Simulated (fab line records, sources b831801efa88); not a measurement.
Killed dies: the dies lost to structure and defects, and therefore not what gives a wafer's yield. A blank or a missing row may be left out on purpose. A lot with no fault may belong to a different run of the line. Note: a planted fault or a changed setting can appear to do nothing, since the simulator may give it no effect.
Shared-tool check || flow gf180mcu || Lots sampled 13, wafers sampled 39

THE REASON FOR OPENING IT
Flagged at GF_NSD_CD_MEAS_07: reading cd-nm, on 3 of 13 lots. No-fault wafers: 399.7 nm, standard deviation 2.3.
Rule: flag the lot when none of its wafers has a number, or when each of its wafers that has one lies beyond 4 standard deviations from that mean. The other lots count as sound.

{"lot": "L906", "measured": "day 14 16:14", "on": "cd-sem-01", "cd-nm (nm), wafer by wafer": "397.0 398.0 396.9", "flag": ""}
{"lot": "L907", "measured": "day 15 00:29", "on": "cd-sem-02", "cd-nm (nm), wafer by wafer": "400.9 401.0 401.2", "flag": ""}
{"lot": "L908", "measured": "day 15 22:16", "on": "cd-sem-02", "cd-nm (nm), wafer by wafer": "400.8 399.8 398.1", "flag": ""}
{"lot": "L910", "measured": "day 16 02:28", "on": "cd-sem-01", "cd-nm (nm), wafer by wafer": "404.0 404.3 401.5", "flag": ""}
{"lot": "L911", "measured": "day 16 03:02", "on": "cd-sem-02", "cd-nm (nm), wafer by wafer": "401.3 402.9 400.6", "flag": ""}
{"lot": "L913", "measured": "day 17 01:34", "on": "cd-sem-02", "cd-nm (nm), wafer by wafer": "400.4 397.3 396.8", "flag": ""}
{"lot": "L914", "measured": "day 17 05:23", "on": "cd-sem-01", "cd-nm (nm), wafer by wafer": "396.5 396.0 396.1", "flag": ""}
{"lot": "L917", "measured": "day 18 11:20", "on": "cd-sem-02", "cd-nm (nm), wafer by wafer": "399.1 398.8 398.4", "flag": ""}
{"lot": "L918", "measured": "day 18 17:26", "on": "cd-sem-02", "cd-nm (nm), wafer by wafer": "399.5 403.5 399.4", "flag": ""}
{"lot": "L919", "measured": "day 19 04:10", "on": "cd-sem-02", "cd-nm (nm), wafer by wafer": "381.4 379.4 383.1", "flag": "FLAGGED"}
{"lot": "L920", "measured": "day 19 11:01", "on": "cd-sem-02", "cd-nm (nm), wafer by wafer": "384.9 385.2 384.7", "flag": "FLAGGED"}
{"lot": "L922", "measured": "day 20 08:31", "on": "cd-sem-02", "cd-nm (nm), wafer by wafer": "398.2 397.6 400.0", "flag": ""}
{"lot": "L923", "measured": "day 20 16:43", "on": "cd-sem-02", "cd-nm (nm), wafer by wafer": "388.5 387.3 389.3", "flag": "FLAGGED"}
The mean of the flagged lots' numbers is 384.9 nm, -14.8 nm from the usual (-6 standard deviations).

TOOL THAT RAN EACH LOT
The record keeps 1 process step preceding the reading, out of 602 steps on the route. Read each cell as the tool, then ch plus the chambers that the sampled wafers visited, then the start.
{"lot": "L906", "flag": "", "GF_NSD_EXPOSE_04": "iline-stepper-02 ch 0, day 14 05:58"}
{"lot": "L907", "flag": "", "GF_NSD_EXPOSE_04": "iline-stepper-01 ch 0, day 14 14:30"}
{"lot": "L908", "flag": "", "GF_NSD_EXPOSE_04": "iline-stepper-02 ch 0, day 15 11:53"}
{"lot": "L910", "flag": "", "GF_NSD_EXPOSE_04": "iline-stepper-01 ch 0, day 15 16:12"}
{"lot": "L911", "flag": "", "GF_NSD_EXPOSE_04": "iline-stepper-02 ch 0, day 15 16:30"}
{"lot": "L913", "flag": "", "GF_NSD_EXPOSE_04": "iline-stepper-01 ch 0, day 16 14:19"}
{"lot": "L914", "flag": "", "GF_NSD_EXPOSE_04": "iline-stepper-02 ch 0, day 16 19:04"}
{"lot": "L917", "flag": "", "GF_NSD_EXPOSE_04": "iline-stepper-02 ch 0, day 17 23:25"}
{"lot": "L918", "flag": "", "GF_NSD_EXPOSE_04": "iline-stepper-02 ch 0, day 18 05:02"}
{"lot": "L919", "flag": "FLAGGED", "GF_NSD_EXPOSE_04": "iline-stepper-02 ch 0, day 18 15:56"}
{"lot": "L920", "flag": "FLAGGED", "GF_NSD_EXPOSE_04": "iline-stepper-02 ch 0, day 18 23:01"}
{"lot": "L922", "flag": "", "GF_NSD_EXPOSE_04": "iline-stepper-01 ch 0, day 19 20:40"}
{"lot": "L923", "flag": "FLAGGED", "GF_NSD_EXPOSE_04": "iline-stepper-02 ch 0, day 20 05:16"}
These steps, and what they do:
- GF_NSD_EXPOSE_04: exposes mask Nplus, target cd 400 nm.
- GF_NSD_CD_MEAS_07: target cd 400 nm.

FLAGGED OVER TOTAL, TOOL BY TOOL (the gauges that took the reading come last)
{"step": "GF_NSD_EXPOSE_04", "tool": "iline-stepper-01", "lots run": 4, "flagged": 0, "share of the flagged lots": "none", "sound lots run after its first flagged lot": "-"}
{"step": "GF_NSD_EXPOSE_04", "tool": "iline-stepper-02", "lots run": 9, "flagged": 3, "share of the flagged lots": "all", "sound lots run after its first flagged lot": 0}
{"step": "GF_NSD_CD_MEAS_07", "tool": "cd-sem-01", "lots run": 3, "flagged": 0, "share of the flagged lots": "none", "sound lots run after its first flagged lot": "-"}
{"step": "GF_NSD_CD_MEAS_07", "tool": "cd-sem-02", "lots run": 10, "flagged": 3, "share of the flagged lots": "all", "sound lots run after its first flagged lot": "1 (L922)"}

WHAT THE TABLE PERMITS
Every flagged lot went through 2 rows of the table: iline-stepper-02 at GF_NSD_EXPOSE_04 and cd-sem-02 at GF_NSD_CD_MEAS_07.
- iline-stepper-02 at GF_NSD_EXPOSE_04 ran 9 lots, 3 of them flagged. Last sound lot L918 at day 18 05:02, first flagged lot L919 at day 18 15:56; a fault beginning in between fits. Its own readings (exposure-dose-mJ-cm2) fall more than 4 standard deviations out on all wafers of the flagged lots.
- cd-sem-02 at GF_NSD_CD_MEAS_07 ran 10 lots, 3 of them flagged. Sound lots followed the first flagged one (L922) on it, something a lasting fault affecting the whole tool could not allow.
Left over: one tool, iline-stepper-02 at GF_NSD_EXPOSE_04.

WHAT THE SIMULATOR HAD INSERTED
Process parameter drift: iline-stepper-02, from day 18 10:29 on, at GF_NSD_EXPOSE_04. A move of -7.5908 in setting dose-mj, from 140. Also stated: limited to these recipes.
Shown lots that were struck: L919, L920, L923. The same result came from the rule above.
